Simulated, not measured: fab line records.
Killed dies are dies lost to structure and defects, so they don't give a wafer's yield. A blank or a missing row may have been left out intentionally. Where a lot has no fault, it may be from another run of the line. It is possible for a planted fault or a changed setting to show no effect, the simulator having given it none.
Matching of chambers    flow sky130    4 sister chambers for SKY_VIA2_CMP_02 on cmp-01
The step polishes SiO2. 4 wafers are shown with their chamber, then 8 later ones without.

== WAFERS WITH THEIR CHAMBER ==
wafer   chamber  motor_current_A (A)
L192.3  2        13.2
L193.6  0        13.2
L195.6  3        10.7
L198.2  1        11.1

== WAFERS MISSING THEIR CHAMBER ==
wafer   motor_current_A (A)
L198.4  12.5
L198.5  13.2
L206.3  11.0
L206.4  12.6
L206.5  13.9
L208.1  10.5
L208.2  13.0
L208.3  12.9

== WHICH CHAMBER EACH WENT THROUGH ==
wafer   from the rows above           in truth
L198.4  can't be placed: 0 or 2 or 1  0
L198.5  can't be placed: 0 or 2       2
L206.3  can't be placed: 1 or 3       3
L206.4  can't be placed: 0 or 2       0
L206.5  can't be placed: 0 or 2       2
L208.1  can't be placed: 3 or 1       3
L208.2  can't be placed: 0 or 2       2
L208.3  can't be placed: 0 or 2       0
Correctly placed: 0 of 8. Can't be placed from these rows: 8 (the true chamber is among the candidates in 8). Number placed wrongly: 0.
How it was worked out, from the rows above alone: a wafer's distance from a chamber is the root of the sum, over the readings, of the square of ((its reading less the chamber's mean) divided by the reading's scatter). If the next closest chamber is less than 2 further off than the closest, the wafer can't be placed; otherwise it belongs to the closest. For every chamber, the mean is computed from those of its wafers that are shown. The scatter: root of mean squared gap, hidden wafer to nearest shown wafer, with one shown wafer a chamber.
